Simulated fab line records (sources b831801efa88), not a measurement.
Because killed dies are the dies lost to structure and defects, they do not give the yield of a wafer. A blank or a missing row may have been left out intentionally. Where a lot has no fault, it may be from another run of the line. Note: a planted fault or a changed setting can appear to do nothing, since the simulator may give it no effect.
What tool caused it? / flow gf180mcu / 7 lots with 21 wafers sampled at 3 steps, on a route of 602 steps

== WHAT EACH GAUGE READ, for each wafer ==
GF_V2_BOW_MEAS_05.
lot=L806; measured=day 20 01:02; on=film_metro-04; V2_BOW (um)=104 97 102
lot=L808; measured=day 20 10:53; on=film_metro-04; V2_BOW (um)=106 97 98
lot=L817; measured=day 23 17:40; on=film_metro-02; V2_BOW (um)=91 109 109
lot=L822; measured=day 25 15:46; on=film_metro-03; V2_BOW (um)=102 99 99
lot=L825; measured=day 26 03:23; on=film_metro-03; V2_BOW (um)=99 106 90
lot=L828; measured=day 27 10:55; on=film_metro-02; V2_BOW (um)=107 101 102

== TOOL THAT RAN EACH LOT (tool first, then ch and the chambers of the sampled wafers, then the start) ==
lot=L806; GF_STI_CVD_23=hdpcvd-01 ch 0,1, day 2 08:40; GF_M1_SPUTTER_03=pvd_sputter-04, day 16 21:01
lot=L808; GF_STI_CVD_23=hdpcvd-02 ch 0,1,2, day 2 20:37; GF_M1_SPUTTER_03=pvd_sputter-02, day 17 05:16
lot=L812; GF_STI_CVD_23=hdpcvd-01 ch 0,1,2, day 3 16:29; GF_M1_SPUTTER_03=-
lot=L817; GF_STI_CVD_23=hdpcvd-01 ch 0,1,2, day 4 16:43; GF_M1_SPUTTER_03=pvd_sputter-01, day 20 14:00
lot=L822; GF_STI_CVD_23=hdpcvd-01 ch 0,1,2, day 5 19:25; GF_M1_SPUTTER_03=pvd_sputter-01, day 22 14:53
lot=L825; GF_STI_CVD_23=hdpcvd-01 ch 0,1,2, day 6 10:22; GF_M1_SPUTTER_03=pvd_sputter-02, day 23 06:01
lot=L828; GF_STI_CVD_23=hdpcvd-01 ch 0,1,2, day 7 06:35; GF_M1_SPUTTER_03=pvd_sputter-01, day 24 14:07
- GF_STI_CVD_23: deposits SiO2, target thk 650 nm, time 108.3 s.
- GF_M1_SPUTTER_03: material Ti, target thk 10 nm, time 6.7 s.

== THE ANSWER, worked out from the rows above alone ==
Rule: the usual values come from the lots themselves. Put in order of their means at a reading, lots are off if they are a third of the lots or fewer, leave a main group of 4 or more, and stand apart from it by a gap of 3 or more times the standard deviation of the main group's means; of several such gaps the widest counts. A main group is skipped when, at the precision printed for the reading in the tables above, its means are all equal. Also off: a lot with no number at a reading for which 4 or more lots have one. The other lots that the step has rows for count as sound.
No lot is off at any reading shown: from this, nothing can be told.

== WHAT THE SIMULATOR HAD INSERTED ==
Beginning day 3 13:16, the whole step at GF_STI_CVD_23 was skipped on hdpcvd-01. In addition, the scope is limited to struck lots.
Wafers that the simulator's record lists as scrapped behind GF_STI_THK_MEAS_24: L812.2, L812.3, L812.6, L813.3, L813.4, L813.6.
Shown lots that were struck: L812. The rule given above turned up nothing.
